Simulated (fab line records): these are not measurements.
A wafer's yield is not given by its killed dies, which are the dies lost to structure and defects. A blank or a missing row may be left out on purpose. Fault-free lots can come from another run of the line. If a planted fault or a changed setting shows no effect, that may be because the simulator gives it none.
fab line records	flow sky130
record: lots: 6	wafers: 18	last_day: 50
route steps=708 shown PWDE@54 NWELL@56
lots that met no fault: taken from a fault-free run of the same line
start_h: hours from the record's opening day to when the first of the lot's shown wafers began	wait_h: time in hours since the lot's previous step	" same as the row above	L1.1+2: a single row standing in for several wafers	- either no value or no given start	* or withheld: withheld	< > ~ a bound
route shown NAME@n: names a module that has steps shown in the file, with the first one's number in the route	usual: average and standard deviation across the fault-free wafers	same: alike in all rows	chamber/n: place in a boat	sites: the reading at each site	_std_site: the standard deviation of these	_edge_site: outer sites' mean less inner sites'	radius_mm: for every site, how far away it sits from the centre of the wafer	mask NAME#n: copy n	behind: tool/chamber where the wafer was last shaped	hold: why the lot went on hold/how many hours it stayed there/how the hold came to an end	device: whichever transistor did not switch (one of n, p or np)	end of line: the tests these same wafers got at the end of their route	where a step has no rows: the recipe by itself	killed: count of dies lost to structure and defects at first sort (not the wafer's yield)	map: a wafer's dies, marking killed ones x, the rest . and places with no die _
set.NAME: the setting the step ran with; set.NAME@STEP: the setting that earlier step ran with	model.NAME: the simulator's own value behind a step, which no gauge read
lots seen at some steps along the route; tables by step, rows by wafer
services: the hour from which a tool's chamber was out of use, counted from the record's first day as start_h (under 0 if before that day), plus the number of hours and why
== steps ==
step: SKY_PWDE_STRIP_09
recipe: chemistry: O2/N2	power_w: 1400	pressure_mtorr: 1500	platen_temp_c: withheld	o2_flow_sccm: 3000	n2_flow_sccm: 300	overash_fraction: 0.5
usual: drypump_motor_current_A: 5.9/0.48	n2_flow_sccm: 300.0/0.86	oes_product_au: 0.723/0.0044	strip_time_to_endpoint_s: 36.90/0.098
lot.wafer	tool	chamber	start_h	wait_h	drypump_motor_current_A	n2_flow_sccm	oes_product_au	rf_hours_counter_h	strip_time_to_endpoint_s
L247.2	plasma_asher-03	0	89.66	0.1	5.4	300.1	0.721	41	36.98
L247.4	"	0	"	"	5.4	300.4	0.719	-	37.01
L247.6	"	0	"	"	5.4	299.4	0.724	-	36.97
L250.4	plasma_asher-01	0	104.29	0.1	5.5	300.7	0.712	-	36.99
L250.5	"	1	"	"	6.0	298.9	0.711	-	36.84
L250.6	"	0	"	"	5.6	300.0	0.722	-	36.88
L253.1	plasma_asher-03	1	118.10	0.1	6.6	299.9	0.718	0	36.88
L253.2	"	0	"	"	5.4	300.6	0.724	0	36.91
L253.4	"	1	"	"	6.6	301.2	0.724	-	36.88
L264.2	plasma_asher-03	0	181.41	0.1	5.4	301.3	0.718	6	36.82
L264.4	"	0	"	"	5.4	300.9	0.716	-	36.80
L264.6	"	1	"	"	6.6	299.6	0.725	-	36.76
L265.2	plasma_asher-02	1	184.90	0.1	5.4	298.7	0.720	46	36.81
L265.3	"	1	"	"	5.4	300.1	0.723	-	36.75
L265.6	"	1	"	"	5.4	299.9	0.724	-	36.92
L267.2	plasma_asher-03	0	196.90	0.1	5.4	300.6	0.722	8	36.93
L267.4	"	1	"	"	6.6	301.2	0.714	-	36.97
L267.5	"	0	"	"	5.4	298.3	0.723	-	36.96
step: SKY_PWDE_TW_MEAS_10
usual: PWDE_TW: 375.3/2.2
lot.wafer	tool	chamber	start_h	wait_h	PWDE_TW
L247.2	film_metro-04	-	89.77	0.1	376.8
L247.4	"	-	"	"	375.9
L247.6	"	-	"	"	376.4
L250.4	film_metro-02	-	104.39	0.1	375.0
L250.5	"	-	"	"	373.4
L250.6	"	-	"	"	375.9
L253.1	film_metro-04	-	118.20	0.1	375.3
L253.2	"	-	"	"	376.8
L253.4	"	-	"	"	376.0
L264.2	film_metro-02	-	181.52	0.1	378.4
L264.4	"	-	"	"	380.6
L264.6	"	-	"	"	380.8
L265.2	film_metro-03	-	185.01	0.1	374.8
L265.3	"	-	"	"	374.9
L265.6	"	-	"	"	374.2
L267.2	film_metro-03	-	197.01	0.1	376.0
L267.4	"	-	"	"	376.0
L267.5	"	-	"	"	374.4
step: SKY_NWELL_DEHYDRATE_03
recipe: temp_c: 200	time_s: 60
step: SKY_NWELL_HMDS_04
recipe: prime_time_s: 60	prime_temp_c: 120
step: SKY_NWELL_COAT_05
recipe: spin_rpm: 2000	resist_thk_nm: 3000
step: SKY_NWELL_SOFTBAKE_06
recipe: temp_c: 110	time_s: withheld
step: SKY_NWELL_EXPOSE_07
recipe: mask_id: NWM	na: 0.6	source_shape: conventional	sigma_outer: 0.6	polarization: unpolarized	target_cd_nm: 840	dose_mj: 255
step: SKY_NWELL_PEB_08
recipe: temp_c: 115	time_s: withheld
step: SKY_NWELL_DEVELOP_09
recipe: wall_angle_deg: 90	developer: TMAH	develop_time_s: 60	dev_temp_c: 23
step: SKY_NWELL_OVL_MEAS_10
usual: NWELL_00_OVL: 0.2/1.4
lot.wafer	tool	chamber	start_h	wait_h	NWELL_00_OVL[nm]
L247.2	overlay-02	-	107.78	-	1.6
L247.4	"	-	"	"	1.1
L247.6	"	-	"	"	0.7
L250.4	overlay-01	-	122.45	-	2.1
L250.5	"	-	"	"	1.3
L250.6	"	-	"	"	0.8
L253.1	overlay-02	-	136.69	-	1.1
L253.2	"	-	"	"	0.8
L253.4	"	-	"	"	0.8
L264.2	overlay-01	-	202.44	-	-3.4
L264.4	"	-	"	"	-2.4
L264.6	"	-	"	"	-2.1
L265.2	overlay-02	-	205.93	-	-0.3
L265.3	"	-	"	"	-1.1
L265.6	"	-	"	"	0.7
L267.2	overlay-02	-	218.59	-	2.9
L267.4	"	-	"	"	1.7
L267.5	"	-	"	"	0.6
step: SKY_NWELL_IMPLANT_11
recipe: species: P	energy_kev: 400	dose_cm2: 1.9e+13	tilt_deg: withheld
step: SKY_NWELL_IMPLANT_12
recipe: species: P	energy_kev: 120	dose_cm2: 1.3e+12	tilt_deg: withheld
step: SKY_NWELL_IMPLANT_13
recipe: species: P	energy_kev: 50	dose_cm2: 7e+11	tilt_deg: withheld
usual: beam_energy_keV: 50.002/0.012	beam_on_s: 10.01/0.19
lot.wafer	tool	chamber	start_h	wait_h	beam_energy_keV	beam_on_s
L247.2	implanter-04	0	108.14	0.1	50.014	10.10
L247.4	"	0	"	"	50.014	10.20
L247.6	"	0	"	"	50.016	9.60
L250.4	implanter-01	0	122.84	0.1	49.988	10.08
L250.5	"	0	"	"	49.992	10.55
L250.6	"	0	"	"	50.027	10.26
L253.1	implanter-02	0	137.02	0.1	50.001	10.08
L253.2	"	0	"	"	50.001	9.94
L253.4	"	0	"	"	49.994	9.96
L264.2	implanter-01	-	202.80	0.1	-	-
L264.4	"	-	"	"	-	-
L264.6	"	-	"	"	-	-
L265.2	implanter-01	-	206.29	0.1	-	-
L265.3	"	-	"	"	-	-
L265.6	"	-	"	"	-	-
L267.2	implanter-01	0	218.95	0.1	50.010	9.64
L267.4	"	0	"	"	49.972	10.24
L267.5	"	0	"	"	50.004	9.89
step: SKY_NWELL_STRIP_14
recipe: chemistry: O2/N2	power_w: 1400	pressure_mtorr: 1500	platen_temp_c: withheld	o2_flow_sccm: 3000	n2_flow_sccm: 300	overash_fraction: 0.5
usual: drypump_motor_current_A: 5.7/0.44	n2_flow_sccm: 299.9/0.87	oes_product_au: 0.723/0.0043	strip_time_to_endpoint_s: 36.89/0.087
lot.wafer	tool	chamber	start_h	wait_h	drypump_motor_current_A	n2_flow_sccm	oes_product_au	rf_hours_counter_h	strip_time_to_endpoint_s
L247.2	plasma_asher-03	0	108.26	0.1	5.4	299.6	0.721	43	36.81
L247.4	"	0	"	"	5.4	299.2	0.726	-	36.77
L247.6	"	0	"	"	5.5	299.4	0.728	-	36.86
L250.4	plasma_asher-02	0	122.95	0.1	6.2	297.1	0.726	-	36.87
L250.5	"	1	"	"	5.4	299.8	0.723	-	36.78
L250.6	"	0	"	"	6.3	298.5	0.720	-	36.76
L253.1	plasma_asher-04	1	137.17	0.1	5.8	298.9	0.712	35	36.92
L253.2	"	0	"	"	5.3	297.6	0.725	35	36.81
L253.4	"	0	"	"	5.3	298.9	0.720	-	36.83
L264.2	plasma_asher-02	0	202.92	0.1	6.2	299.5	0.720	48	36.91
L264.4	"	1	"	"	5.4	300.4	0.725	-	36.76
L264.6	"	0	"	"	6.3	298.1	0.724	-	36.78
L265.2	plasma_asher-02	0	206.41	0.1	6.2	299.3	0.725	48	37.00
L265.3	"	1	"	"	5.4	300.4	0.721	-	37.04
L265.6	"	1	"	"	5.4	300.2	0.725	-	36.86
L267.2	plasma_asher-02	0	219.07	0.1	6.3	299.5	0.720	50	36.97
L267.4	"	1	"	"	5.4	300.6	0.722	-	36.82
L267.5	"	0	"	"	6.2	298.2	0.721	-	36.86
step: SKY_NWELL_TW_MEAS_15
usual: NWELL_TW: 1831/9.6
lot.wafer	tool	chamber	start_h	wait_h	NWELL_TW
L247.2	film_metro-02	-	108.37	0.1	1835
L247.4	"	-	"	"	1830
L247.6	"	-	"	"	1824
L250.4	film_metro-02	-	123.04	0.1	1848
L250.5	"	-	"	"	1849
L250.6	"	-	"	"	1846
L253.1	film_metro-02	-	137.27	0.1	1845
L253.2	"	-	"	"	1846
L253.4	"	-	"	"	1830
L264.2	film_metro-03	-	203.03	0.1	1815
L264.4	"	-	"	"	1821
L264.6	"	-	"	"	1815
L265.2	film_metro-03	-	206.52	0.1	1815
L265.3	"	-	"	"	1817
L265.6	"	-	"	"	1814
L267.2	film_metro-04	-	219.18	0.1	1845
L267.4	"	-	"	"	1834
L267.5	"	-	"	"	1849
step: SKY_NWELL_DEHYDRATE_16
recipe: temp_c: 200	time_s: 60
step: SKY_NWELL_HMDS_17
recipe: prime_time_s: 60	prime_temp_c: 120
step: SKY_NWELL_COAT_18
recipe: spin_rpm: 2000	resist_thk_nm: 3000
step: SKY_NWELL_SOFTBAKE_19
recipe: temp_c: 110	time_s: withheld
step: SKY_NWELL_EXPOSE_20
recipe: mask_id: NWM_COMPLEMENT	na: 0.6	source_shape: conventional	sigma_outer: 0.6	polarization: unpolarized	target_cd_nm: 840	dose_mj: 260
step: SKY_NWELL_PEB_21
recipe: temp_c: 115	time_s: withheld
step: SKY_NWELL_DEVELOP_22
recipe: wall_angle_deg: 90	developer: TMAH	develop_time_s: 60	dev_temp_c: 23
step: SKY_NWELL_OVL_MEAS_23
usual: NWELL_01_OVL: 0.6/1.2
lot.wafer	tool	chamber	start_h	wait_h	NWELL_01_OVL[nm]
L247.2	overlay-02	-	126.28	-	1.6
L247.4	"	-	"	"	1.8
L247.6	"	-	"	"	2.1
L250.4	overlay-01	-	141.54	-	2.2
L250.5	"	-	"	"	1.1
L250.6	"	-	"	"	1.8
L253.1	overlay-02	-	156.38	-	3.4
L253.2	"	-	"	"	1.4
L253.4	"	-	"	"	3.9
L264.2	overlay-01	-	223.98	-	0.4
L264.4	"	-	"	"	0.3
L264.6	"	-	"	"	0.4
L265.2	overlay-02	-	227.78	-	3.4
L265.3	"	-	"	"	2.8
L265.6	"	-	"	"	1.4
L267.2	overlay-01	-	240.58	-	0.6
L267.4	"	-	"	"	0.2
L267.5	"	-	"	"	0.6
step: SKY_NWELL_IMPLANT_24
recipe: species: B	energy_kev: 140	dose_cm2: 9.2e+12	tilt_deg: withheld
step: SKY_NWELL_STRIP_25
recipe: chemistry: O2/N2	power_w: 1400	pressure_mtorr: 1500	platen_temp_c: withheld	o2_flow_sccm: 3000	n2_flow_sccm: 300	overash_fraction: 0.5
usual: drypump_motor_current_A: 5.8/0.46	n2_flow_sccm: 300.0/0.86	oes_product_au: 0.722/0.0049	strip_time_to_endpoint_s: 36.88/0.1
lot.wafer	tool	chamber	start_h	wait_h	drypump_motor_current_A	n2_flow_sccm	oes_product_au	rf_hours_counter_h	strip_time_to_endpoint_s
L247.2	plasma_asher-02	0	126.46	0.1	6.2	301.0	0.721	40	36.98
L247.4	"	0	"	"	6.2	299.4	0.714	-	36.90
L247.6	"	1	"	"	5.4	298.1	0.719	-	36.99
L250.4	plasma_asher-04	1	141.74	0.1	5.8	299.4	0.719	-	36.89
L250.5	"	0	"	"	5.4	300.3	0.719	-	36.86
L250.6	"	1	"	"	5.8	301.8	0.729	-	36.84
L253.1	plasma_asher-02	0	156.56	0.1	6.2	298.9	0.731	43	36.81
L253.2	"	1	"	"	5.4	300.1	0.727	43	36.85
L253.4	"	1	"	"	5.4	299.3	0.724	-	36.77
L264.2	plasma_asher-03	0	224.16	0.1	5.4	300.0	0.715	8	36.92
L264.4	"	0	"	"	5.4	299.8	0.724	-	36.95
L264.6	"	0	"	"	5.4	300.7	0.723	-	36.97
L265.2	plasma_asher-02	1	227.96	0.1	5.4	299.6	0.720	51	36.92
L265.3	"	1	"	"	5.4	300.7	0.727	-	36.90
L265.6	"	0	"	"	6.2	299.2	0.722	-	36.87
L267.2	plasma_asher-03	1	240.76	0.1	6.5	300.1	0.717	10	36.82
L267.4	"	1	"	"	6.6	299.9	0.724	-	36.73
L267.5	"	1	"	"	6.5	300.3	0.727	-	36.69
step: SKY_NWELL_TW_MEAS_26
usual: NWELL_2_TW: 499.4/2.6
lot.wafer	tool	chamber	start_h	wait_h	NWELL_2_TW
L247.2	film_metro-03	-	126.57	0.1	496.6
L247.4	"	-	"	"	499.9
L247.6	"	-	"	"	495.9
L250.4	film_metro-04	-	141.84	0.1	497.7
L250.5	"	-	"	"	497.0
L250.6	"	-	"	"	499.4
L253.1	film_metro-03	-	156.66	0.1	501.0
L253.2	"	-	"	"	502.5
L253.4	"	-	"	"	499.3
L264.2	film_metro-04	-	224.27	0.1	502.1
L264.4	"	-	"	"	500.7
L264.6	"	-	"	"	502.5
L265.2	film_metro-02	-	228.07	0.1	503.6
L265.3	"	-	"	"	501.8
L265.6	"	-	"	"	502.5
L267.2	film_metro-02	-	240.87	0.1	497.1
L267.4	"	-	"	"	496.3
L267.5	"	-	"	"	496.5
step: SKY_NWELL_CLEAN_27
recipe: chemistry: SC1/SC2	mix: 1:4:20	temp_c: 70	time_s: 150	dry: n2_spin
step: SKY_NWELL_RTA_28
recipe: temp_c: 1050	time_s: 30	idle_temp_c: 650	ramp_up_c_per_s: 150	ramp_down_c_per_s: 90	ambient: N2
usual: lamp_power_pct: 25.31/0.05	wafer_temp_C_max: 1054.7/0.87
lot.wafer	tool	chamber	start_h	wait_h	lamp_power_pct	wafer_temp_C_max
L247.2	rtp_anneal-01	0	126.69	0.0	25.32	1053.9
L247.4	"	0	"	"	25.24	1053.6
L247.6	"	0	"	"	25.21	1054.7
L250.4	rtp_anneal-01	0	141.97	0.1	25.41	1056.7
L250.5	"	0	"	"	25.23	1055.3
L250.6	"	0	"	"	25.31	1054.2
L253.1	rtp_anneal-01	0	156.78	0.0	25.33	1054.3
L253.2	"	0	"	"	25.26	1054.6
L253.4	"	0	"	"	25.27	1055.9
L264.2	rtp_anneal-01	0	224.39	0.0	25.30	1056.5
L264.4	"	0	"	"	25.31	1054.7
L264.6	"	0	"	"	25.26	1053.9
L265.2	rtp_anneal-02	0	228.19	0.0	25.27	1054.3
L265.3	"	0	"	"	25.29	1054.0
L265.6	"	0	"	"	25.21	1054.6
L267.2	rtp_anneal-01	0	240.99	0.0	25.23	1054.3
L267.4	"	0	"	"	25.30	1053.9
L267.5	"	0	"	"	25.33	1054.1
step: SKY_NWELL_RS_MEAS_29
recipe: thk_meas_gauge: four-point-probe
usual: NWELL_RS: 624.1/1.3
lot.wafer	tool	chamber	start_h	wait_h	NWELL_RS[ohm/sq]
L247.2	film_metro-04	-	126.79	0.1	621.8
L247.4	"	-	"	"	623.2
L247.6	"	-	"	"	623.1
L250.4	film_metro-02	-	142.08	0.1	624.6
L250.5	"	-	"	"	627.6
L250.6	"	-	"	"	625.6
L253.1	film_metro-04	-	156.88	0.1	626.2
L253.2	"	-	"	"	626.1
L253.4	"	-	"	"	626.2
L264.2	film_metro-03	-	224.49	0.1	647.2
L264.4	"	-	"	"	648.8
L264.6	"	-	"	"	650.1
L265.2	film_metro-04	-	228.29	0.1	650.4
L265.3	"	-	"	"	650.5
L265.6	"	-	"	"	650.7
L267.2	film_metro-04	-	241.09	0.1	621.2
L267.4	"	-	"	"	623.9
L267.5	"	-	"	"	622.4
== services ==
tool	chamber	start_h	hours	kind
plasma_asher-03	-	66.34	0.5	repair
plasma_asher-03	-	84.79	0.5	repair
implanter-01	-	100.40	3.4	pm
plasma_asher-03	-	108.75	9.0	pm
plasma_asher-03	0	108.75	9.0	vent_cycle
plasma_asher-03	1	108.75	9.0	vent_cycle
plasma_asher-03	0	117.75	-	clean
plasma_asher-03	1	117.75	-	clean
implanter-04	-	166.10	2.2	repair
plasma_asher-03	-	201.05	3.7	repair
plasma_asher-03	-	206.60	14.6	pm
implanter-01	-	207.01	5.8	repair
plasma_asher-01	-	229.97	1.5	repair
== key ==
first_sign: step: SKY_NWELL_IMPLANT_13	reading: tool_record	direction: missing
effect: step: SKY_NWELL_RS_MEAS_29	reading: NWELL_RS	direction: up	sigmas: 20	usual: 624.1	struck: 649.6
met_at SKY_NWELL_IMPLANT_13
struck_wafers L264.2,L264.4,L264.6,L265.2,L265.3,L265.6
later_rows_left_out L264.2,L264.4,L264.6,L265.2,L265.3,L265.6
sort_left_out L264.2,L264.4,L264.6,L265.2,L265.3,L265.6
tester_left_out L264,L265
onset_between 122.84 202.80
fault: kind: skipped_step_whole	tool: implanter-01	chamber: -	onset_h: 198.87	steps: SKY_NWELL_IMPLANT_13	scope: struck_lots_only
tester_left_out: of these lots the tester's yield and bins aren't shown, on N5 and GAA mostly nor the transistor test; their killed dies are dies lost to structure and defects alone, not to doping, threshold or leakage, so they don't give the yield
sort_left_out: the simulated sort isn't trusted on such a fault, so these wafers' sort isn't shown, and their yield isn't known
later_rows_left_out: the simulator's readings of these wafers behind a module that went badly wrong aren't trusted and aren't shown, but for the sort
